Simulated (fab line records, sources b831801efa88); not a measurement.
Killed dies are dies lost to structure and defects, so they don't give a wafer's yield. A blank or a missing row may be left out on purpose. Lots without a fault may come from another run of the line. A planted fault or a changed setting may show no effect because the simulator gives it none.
Which tool did it? | flow gf180mcu | 14 lots, 40 wafers sampled, at 4 steps of a route of 602

WHAT THE GAUGES READ, wafer by wafer
GF_STI_THK_MEAS_30.
lot  | measured    | on            | STI_OXIDATION_02_THK (nm)
L331 | day 2 06:02 | film_metro-02 | 10.31 10.00 10.33
L332 | day 2 10:52 | film_metro-02 | 10.20 10.09 10.13
L333 | day 2 17:20 | film_metro-02 | 10.03 10.24 10.16
L334 | day 2 21:09 | film_metro-03 | 10.28 10.05 10.07
L335 | day 3 04:32 | film_metro-02 | 10.14 10.15 10.19
L336 | day 3 07:37 | film_metro-02 | 10.07 10.09 10.06
L338 | day 3 18:38 | film_metro-02 | 10.02 10.01 9.86
L339 | day 3 22:58 | film_metro-01 | 9.88 9.86 9.73
L341 | day 4 09:41 | film_metro-01 | 9.94 9.87 9.85
L343 | day 4 20:16 | film_metro-02 | 9.77 9.96
L344 | day 5 02:25 | film_metro-01 | 10.02 10.11
L345 | day 5 11:00 | film_metro-01 | 9.97 10.10 9.80
L346 | day 5 18:43 | film_metro-03 | 9.71 9.93 10.03
L353 | day 7 09:13 | film_metro-02 | 10.13 9.97 9.95

GF_NSD_OVL_MEAS_08.
lot  | measured     | on         | NSD_OVL (nm)
L331 | day 13 06:20 | overlay-02 | 2.1 0.8 -0.7
L332 | day 13 13:18 | overlay-01 | 2.1 1.2 0.0
L333 | day 13 23:35 | overlay-02 | 0.6 1.9 2.6
L334 | day 14 06:51 | overlay-01 | 1.8 1.7 2.0
L335 | day 14 19:27 | overlay-02 | 0.3 1.8 2.3
L336 | day 14 19:43 | overlay-01 | 1.9 2.1 1.9
L338 | day 15 08:47 | overlay-01 | -1.3 0.3 0.7
L339 | day 15 15:43 | overlay-02 | -3.0 1.0 -1.2
L341 | day 16 08:49 | overlay-01 | -0.1 1.7 1.4
L343 | day 17 11:24 | overlay-01 | -0.4 -1.5
L344 | day 17 12:49 | overlay-01 | 1.8 1.0
L345 | day 18 04:13 | overlay-02 | -1.9 2.1 -0.4
L346 | day 18 22:33 | overlay-01 | 0.9 1.2 1.8
L353 | day 21 15:05 | overlay-02 | -1.1 -2.0 2.0

WHICH TOOL RAN EACH LOT (tool, then ch and the chambers of the sampled wafers, then the start)
lot  | GF_MVPSD_COAT_02                  | GF_MVPSD_STRIP_10
L331 | litho_track-03 ch 0, day 4 17:54  | plasma_asher-02 ch 0,1, day 5 01:10
L332 | litho_track-02 ch 0, day 5 00:11  | plasma_asher-04 ch 0,1, day 5 07:49
L333 | litho_track-03 ch 0, day 5 06:46  | plasma_asher-04 ch 0,1, day 5 14:34
L334 | litho_track-01 ch 0, day 5 10:26  | plasma_asher-04 ch 0,1, day 5 17:35
L335 | litho_track-01 ch 0, day 5 18:08  | plasma_asher-02 ch 0,1, day 6 01:25
L336 | litho_track-03 ch 0, day 5 22:27  | plasma_asher-04 ch 0,1, day 6 05:43
L338 | litho_track-01 ch 0, day 6 09:38  | plasma_asher-02 ch 0,1, day 6 16:49
L339 | litho_track-02 ch 0, day 6 13:17  | plasma_asher-03 ch 0, day 6 20:55
L341 | litho_track-03 ch 0, day 7 01:42  | plasma_asher-04 ch 0,1, day 7 09:06
L343 | litho_track-02 ch 0, day 7 12:34  | plasma_asher-04 ch 0,1, day 7 20:58
L344 | litho_track-02 ch 0, day 7 19:38  | plasma_asher-03 ch 0,1, day 8 04:37
L345 | litho_track-03 ch 0, day 8 05:10  | plasma_asher-04 ch 0,1, day 8 13:23
L346 | litho_track-03 ch 0, day 8 13:21  | plasma_asher-04 ch 1, day 8 21:46
L353 | litho_track-01 ch 0, day 10 12:26 | plasma_asher-02 ch 0,1, day 10 22:01
- GF_MVPSD_COAT_02: resist thk 3000 nm.
- GF_MVPSD_STRIP_10: strips in O2/N2.

WHAT THE TOOLS THEMSELVES READ (means of the sampled wafers that have a number; where no wafer has one, the mark that the record gives instead)
GF_MVPSD_STRIP_10.
lot  | tool            | drypump_motor_current_A (A) | heater_power_w (W) | oes_product_au (a.u.) | strip_time_to_endpoint_s (s)
L331 | plasma_asher-02 | 5.4                         | 329                | 0.721                 | 36.93
L332 | plasma_asher-04 | 5.8                         | 353                | 0.720                 | 37.07
L333 | plasma_asher-04 | 5.3                         | 378                | 0.721                 | 36.99
L334 | plasma_asher-04 | 5.3                         | 381                | 0.723                 | 37.08
L335 | plasma_asher-02 | 5.4                         | 325                | 0.724                 | 37.04
L336 | plasma_asher-04 | 5.8                         | 355                | 0.719                 | 36.95
L338 | plasma_asher-02 | 5.4                         | 319                | 0.719                 | 36.98
L339 | plasma_asher-03 | 5.5                         | 372                | 0.721                 | 36.90
L341 | plasma_asher-04 | 5.8                         | 360                | 0.728                 | 36.88
L343 | plasma_asher-04 | 5.5                         | 370                | 0.722                 | 28.59
L344 | plasma_asher-03 | 5.4                         | 344                | 0.718                 | 28.58
L345 | plasma_asher-04 | 5.3                         | 379                | 0.720                 | 36.92
L346 | plasma_asher-04 | 4.8                         | 408                | 0.721                 | 36.87
L353 | plasma_asher-02 | 5.4                         | 325                | 0.729                 | 37.05

THE ANSWER, worked out from the rows above alone
Rule: what is usual is taken from the lots themselves. Put in order of their means at a reading, lots are off if they are a third of the lots or fewer, leave a main group of 4 or more, and stand apart from it by a gap of 3 or more times the standard deviation of the main group's means; of several such gaps the widest counts. A main group whose means are all the same, to the digits that the tables above print for the reading, isn't used. A lot without any number at a reading at which 4 lots or more have one is off too. The other lots that the step has rows for count as sound. The gauges are gone through in route order, then the tools' own readings, and for those a lot's mean is taken as printed above. The first step at which some lot is off is used, and at that step the reading that is off furthest; a lot without a number counts as furthest.
Off: L343, L344, at GF_MVPSD_STRIP_10 (strip_time_to_endpoint_s). The main group: mean 36.97 s, standard deviation 0.072.
A tool fits if, at that step or a process step before it, it ran every lot that is off, and no sound lot after the first of them. One fits: litho_track-02 at GF_MVPSD_COAT_02. Its last sound lot is L339 (day 6 13:17), its first lot that is off L343 (day 7 12:34): a fault that began between those two fits.

WHAT THE SIMULATOR HAD PUT IN
Process parameter drift: litho_track-02, from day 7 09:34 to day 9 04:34, at GF_MVPSD_COAT_02. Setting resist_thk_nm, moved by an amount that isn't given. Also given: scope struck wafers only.
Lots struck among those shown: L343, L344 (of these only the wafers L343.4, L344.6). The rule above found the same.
